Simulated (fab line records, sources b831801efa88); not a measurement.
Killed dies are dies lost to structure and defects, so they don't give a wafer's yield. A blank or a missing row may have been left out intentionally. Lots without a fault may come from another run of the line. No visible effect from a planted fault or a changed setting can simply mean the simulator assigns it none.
fab line records ; flow gf180mcu
[record] lots = 7; wafers = 21; last_day = 33
route steps=602 shown MVPSD@139 VT_IMPLANT@140 DUAL_GATE@141
lots that met no fault: taken from a fault-free run of the same line
start_h: hours from the record's opening day to when the first of the lot's shown wafers began ; wait_h: hours since the lot's step before ; " repeats the value in the row above ; L1.1+2: several wafers, shown together as one row ; - no value, or no start was given ; * or withheld: withheld ; < > ~ a bound
route shown NAME@n: NAME is a module with steps in the file, n the number in the route of the first one ; usual: mean/standard deviation taken from wafers without a fault ; same: alike in all rows ; chamber/n: place in a boat ; sites: the reading at each site ; _std_site: their standard deviation ; _edge_site: the outer-site mean with the inner-site mean subtracted ; radius_mm: how far each site lies from the wafer's centre ; mask NAME#n: copy n ; behind: the most recent tool/chamber to have shaped the wafer ; hold: what put the lot on hold/how long, in hours/how the hold closed ; device: which transistor (n, p or np) failed to switch ; end of line: the same wafers' tests at the end of the route ; where a step has no rows: the recipe by itself ; killed: dies that structure and defects cost at the first sort, which is not the same as the wafer's yield ; map: a wafer's dies, x killed, . not, _ none there
set.NAME: the run value of the setting; set.NAME@STEP: its run value at that earlier step ; model.NAME: the simulator's own value behind a step, which no gauge read
a table for each step, a row for each wafer; lots at some steps of the route
[[steps]]
[step GF_VT_IMPLANT_RS_MEAS_49]
[recipe] thk_meas_gauge = four-point-probe
[usual] MVPSD_RS = 1168.6/2.8
lot.wafer;tool;chamber;start_h;wait_h;MVPSD_RS[ohm/sq]
L396.2;film_metro-03;-;204.10;0.1;1169.7
L396.5;film_metro-03;-;204.10;0.1;1173.3
L396.6;film_metro-03;-;204.10;0.1;1169.8
L397.1;film_metro-04;-;217.18;0.1;1166.6
L397.2;film_metro-04;-;217.18;0.1;1164.2
L397.4;film_metro-04;-;217.18;0.1;1164.8
L398.1;film_metro-04;-;218.20;0.1;1168.2
L398.3;film_metro-04;-;218.20;0.1;1167.5
L398.5;film_metro-04;-;218.20;0.1;1171.5
L399.2;film_metro-03;-;227.94;0.1;1171.2
L399.5;film_metro-03;-;227.94;0.1;1169.5
L399.6;film_metro-03;-;227.94;0.1;1173.3
L400.2;film_metro-04;-;233.48;0.1;1165.0
L400.3;film_metro-04;-;233.48;0.1;1166.3
L400.4;film_metro-04;-;233.48;0.1;1166.0
L406.1;film_metro-03;-;271.63;0.1;1175.3
L406.4;film_metro-03;-;271.63;0.1;1175.2
L406.6;film_metro-03;-;271.63;0.1;1174.8
L409.4;film_metro-03;-;292.23;0.1;1173.6
L409.5;film_metro-03;-;292.23;0.1;1172.2
L409.6;film_metro-03;-;292.23;0.1;1171.5
[step GF_VT_IMPLANT_WET_ETCH_50]
[recipe] chemistry = dHF; target_depth_nm = 20; target = SiO2; temp_c = 25; dilution = 100:1; time_s = 400
[step GF_DUAL_GATE_CLEAN_00]
[recipe] chemistry = SC1/SC2; mix = 1:4:20; temp_c = 70; time_s = 150
[step GF_DUAL_GATE_CLEAN_01]
[recipe] chemistry = dHF; time_s = 20; dilution = 100:1; dry = ipa_marangoni
[step GF_DUAL_GATE_OXIDATION_02]
[recipe] temp_c = 900; ambient = O2; stabilise_s = 600; purge_s = 300; target_thk_a = 108.87; ox_time_s = 1602
[step GF_DUAL_GATE_THK_MEAS_03]
[recipe] reads = SiO2_of_DUAL_GATE_OXIDATION_02
[usual] DUAL_GATE_OXIDATION_00_THK = 10.83/0.21
lot.wafer;tool;chamber;start_h;wait_h;DUAL_GATE_OXIDATION_00_THK[nm]
L396.2;film_metro-01;-;205.83;0.0;10.66
L396.5;film_metro-01;-;205.83;0.0;10.66
L396.6;film_metro-01;-;205.83;0.0;10.77
L397.1;film_metro-02;-;220.12;0.0;10.74
L397.2;film_metro-02;-;220.12;0.0;10.83
L397.4;film_metro-02;-;220.12;0.0;10.73
L398.1;film_metro-04;-;220.12;0.0;10.77
L398.3;film_metro-04;-;220.12;0.0;10.84
L398.5;film_metro-04;-;220.12;0.0;10.64
L399.2;film_metro-02;-;230.74;0.0;10.71
L399.5;film_metro-02;-;230.74;0.0;10.88
L399.6;film_metro-02;-;230.74;0.0;10.54
L400.2;film_metro-01;-;235.23;0.0;10.62
L400.3;film_metro-01;-;235.23;0.0;10.61
L400.4;film_metro-01;-;235.23;0.0;10.64
L406.1;film_metro-04;-;274.51;0.0;10.90
L406.4;film_metro-04;-;274.51;0.0;10.83
L406.6;film_metro-04;-;274.51;0.0;10.77
L409.4;film_metro-04;-;293.96;0.0;10.78
L409.5;film_metro-04;-;293.96;0.0;10.77
L409.6;film_metro-04;-;293.96;0.0;11.04
[step GF_DUAL_GATE_DEHYDRATE_04]
[recipe] temp_c = 200; time_s = 60
[step GF_DUAL_GATE_HMDS_05]
[recipe] prime_time_s = 60; prime_temp_c = 120
[step GF_DUAL_GATE_COAT_06]
[recipe] resist = NOVOLAK; spin_rpm = 3000; resist_thk_nm = 1000
[step GF_DUAL_GATE_SOFTBAKE_07]
[recipe] temp_c = 90; time_s = 60; resist = NOVOLAK
[step GF_DUAL_GATE_EXPOSE_08]
[recipe] mask_id = Dualgate; target_cd_nm = 700; na = 0.6; source_shape = conventional; sigma_outer = 0.6; dose_mj = 140
[step GF_DUAL_GATE_PEB_09]
[recipe] temp_c = withheld; time_s = *; resist = NOVOLAK
[step GF_DUAL_GATE_DEVELOP_10]
[recipe] develop_time_s = 60; dev_temp_c = 23
[usual] chill_plate_temp_C = 22.99/0.1; develop_time_s = 60/0
lot.wafer;tool;chamber;start_h;wait_h;chill_plate_temp_C;develop_time_s
L396.2;litho_track-02;0;223.18;0.1;23.05;60
L396.5;litho_track-02;0;223.18;0.1;23.13;60
L396.6;litho_track-02;0;223.18;0.1;23.10;60
L397.1;litho_track-02;0;237.65;0.1;22.95;60
L397.2;litho_track-02;0;237.65;0.1;23.00;60
L397.4;litho_track-02;0;237.65;0.1;22.98;60
L398.1;litho_track-01;-;237.72;0.1;-;-
L398.3;litho_track-01;-;237.72;0.1;-;-
L398.5;litho_track-01;-;237.72;0.1;-;-
L399.2;litho_track-01;-;248.54;0.1;-;-
L399.5;litho_track-01;-;248.54;0.1;-;-
L399.6;litho_track-01;-;248.54;0.1;-;-
L400.2;litho_track-01;-;253.59;0.1;-;-
L400.3;litho_track-01;-;253.59;0.1;-;-
L400.4;litho_track-01;-;253.59;0.1;-;-
L406.1;litho_track-02;0;294.00;0.1;23.19;60
L406.4;litho_track-02;0;294.00;0.1;23.10;60
L406.6;litho_track-02;0;294.00;0.1;23.00;60
L409.4;litho_track-01;0;314.44;0.1;22.99;60
L409.5;litho_track-01;0;314.44;0.1;22.96;60
L409.6;litho_track-01;0;314.44;0.1;23.04;60
[step GF_DUAL_GATE_OVL_MEAS_11]
[usual] DUAL_GATE_OVL = 0.0/1.3
lot.wafer;tool;chamber;start_h;wait_h;DUAL_GATE_OVL[nm]
L396.2;overlay-02;-;223.31;0.1;0.7
L396.5;overlay-02;-;223.31;0.1;0.5
L396.6;overlay-02;-;223.31;0.1;-0.1
L397.1;overlay-01;-;237.80;0.1;-1.8
L397.2;overlay-01;-;237.80;0.1;-1.9
L397.4;overlay-01;-;237.80;0.1;-0.6
L398.1;overlay-02;-;237.87;0.1;-
L398.3;overlay-02;-;237.87;0.1;-
L398.5;overlay-02;-;237.87;0.1;-
L399.2;overlay-01;-;248.67;0.1;-
L399.5;overlay-01;-;248.67;0.1;-
L399.6;overlay-01;-;248.67;0.1;-
L400.2;overlay-01;-;253.72;0.1;-
L400.3;overlay-01;-;253.72;0.1;-
L400.4;overlay-01;-;253.72;0.1;-
L406.1;overlay-02;-;294.15;0.1;-2.5
L406.4;overlay-02;-;294.15;0.1;-0.2
L406.6;overlay-02;-;294.15;0.1;-0.6
L409.4;overlay-01;-;314.54;0.1;1.3
L409.5;overlay-01;-;314.54;0.1;0.3
L409.6;overlay-01;-;314.54;0.1;0.2
[[key]]
[first_sign] step = GF_DUAL_GATE_DEVELOP_10; reading = tool_record; direction = missing
effect none on later readings
met_at GF_DUAL_GATE_DEVELOP_10
struck_wafers L398.1,L398.3,L398.5,L399.2,L399.5,L399.6,L400.2,L400.3,L400.4
later_rows_left_out L398.1,L398.3,L398.5,L399.2,L399.5,L399.6,L400.2,L400.3,L400.4
sort_left_out L398.1,L398.3,L398.5,L399.2,L399.5,L399.6,L400.2,L400.3,L400.4
tester_left_out L398,L399,L400
[fault] kind = skipped_step_whole; tool = litho_track-01; chamber = -; onset_h = 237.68; steps = GF_DUAL_GATE_DEVELOP_10; scope = struck_lots_only
// tester_left_out: of these lots the tester's yield and bins aren't shown, on N5 and GAA mostly nor the transistor test; their killed dies are dies lost to structure and defects alone, not to doping, threshold or leakage, so they don't give the yield
// sort_left_out: the simulated sort isn't trusted on such a fault, so these wafers' sort isn't shown, and their yield isn't known
// later_rows_left_out: the simulator's readings of these wafers behind a module that went badly wrong aren't trusted and aren't shown, but for the sort
